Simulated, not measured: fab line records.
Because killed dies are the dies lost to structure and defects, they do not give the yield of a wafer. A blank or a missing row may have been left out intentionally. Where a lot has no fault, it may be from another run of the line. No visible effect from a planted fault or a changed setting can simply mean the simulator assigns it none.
Comparing a struck lot with a sound one | flow gf180mcu | 15 out of 602 route steps
Sound: the wafers L336.2, L336.5, L336.6. Struck: wafers L334.3, L334.5, L334.6. The cause comes at the end.
For every step that has rows: the tool of each side, followed by ch and its chambers, followed by its first start. Under that, the readings that differ: sound wafers | struck wafers | difference of the means | sigmas: that difference in standard deviations of wafers without a fault.
alike: readings with means less than 2 such deviations apart, plus words and numbers identical on both sides. not compared: withheld readings, readings lacking a value on some wafer, bounds such as >300 that could conceal the same value, and numbers that have no deviation in the record and whose values overlap.
A row with sigmas, a row that says differs or no value, or rows on one side alone: a step with any of these is where the two part. Non-overlapping numbers with no deviation appear without sigmas and do not part them. A reading missing from all wafers of one side parts the sides only when that side holds two or more wafers.

GF_TOP_METAL_SPUTTER_04: material TiN, target thk 25 nm, time 20.8 s.
  sound on pvd sputter-03 at day 33 07:01; struck on pvd sputter-03 at day 32 21:18
  alike: throttle valve pct
GF_TOP_METAL_RS_MEAS_05: a four-point-probe measurement.
  sound on film metro-04 at day 33 07:04; struck on film metro-04 at day 32 21:22
  alike: TOP_METAL_ALCU_RS
GF_TOP_METAL_THK_MEAS_06: measures by xrf.
  sound on film metro-04 at day 33 07:11; struck on film metro-04 at day 32 21:28
  alike: TOP_METAL_ALCU_THK
then, 7 steps without rows for these wafers: GF_TOP_METAL_DEHYDRATE_07 (time 60 s); GF_TOP_METAL_HMDS_08 (prime time 60 s); GF_TOP_METAL_COAT_09 (resist thk 1500 nm); GF_TOP_METAL_SOFTBAKE_10 (time 60 s); GF_TOP_METAL_EXPOSE_11 (exposes mask MetalTop, target cd 440 nm); GF_TOP_METAL_PEB_12; GF_TOP_METAL_DEVELOP_13 (develop time 60 s).
GF_TOP_METAL_CD_MEAS_14: the cd target is 440 nm.
  sound on cd sem-02 at day 33 22:45; struck on cd sem-01 at day 33 12:54
  alike: cd nm
GF_TOP_METAL_OVL_MEAS_15:
  sound on overlay-01 at day 33 22:52; struck on overlay-02 at day 33 13:00
  alike: TOP_METAL_OVL
GF_TOP_METAL_METAL_ETCH_16: etches the open film in Cl2/BCl3, stops on SiO2, target depth 1077.5 nm, time 179.6 s.
  sound on rie metal-02 ch 0,1, day 33 22:53; struck on rie metal-03 ch 0,1, day 33 13:05
  no value came back on the struck wafers for any of 6 readings (bcl3 flow sccm (sccm), bias w (W) and others); on the sound wafers bcl3 flow sccm (sccm) reads 39.98 40.19 40.00
  reading                                        | sound          | struck         | difference | sigmas
  model.NOVOLAK_of_TOP_METAL_COAT_09.thk nm (nm) | 1083 1068 1088 | 1510 1507 1506 | +428       |
  not compared: rf hours counter h
GF_TOP_METAL_STRIP_17: strips in O2/N2.
  sound on plasma asher-01 ch 0,1, day 33 23:04; struck on plasma asher-01 ch 0,1, day 33 13:14
  reading                      | sound             | struck            | difference | sigmas
  strip time to endpoint s (s) | 13.61 13.43 13.66 | 18.35 18.31 18.28 | +4.75      | +43
  alike: drypump motor current A, heater power w, n2 flow sccm, o2 flow sccm, oes product au
  not compared: rf hours counter h
then, 1 step without rows for these wafers: GF_TOP_METAL_STRIP_18 (strips in post etch residue remover, time 1200 s).

## WHERE THEY PART
Last at GF_TOP_METAL_STRIP_17 as far as this record goes, first at GF_TOP_METAL_METAL_ETCH_16.

WHY: what the simulator had put in
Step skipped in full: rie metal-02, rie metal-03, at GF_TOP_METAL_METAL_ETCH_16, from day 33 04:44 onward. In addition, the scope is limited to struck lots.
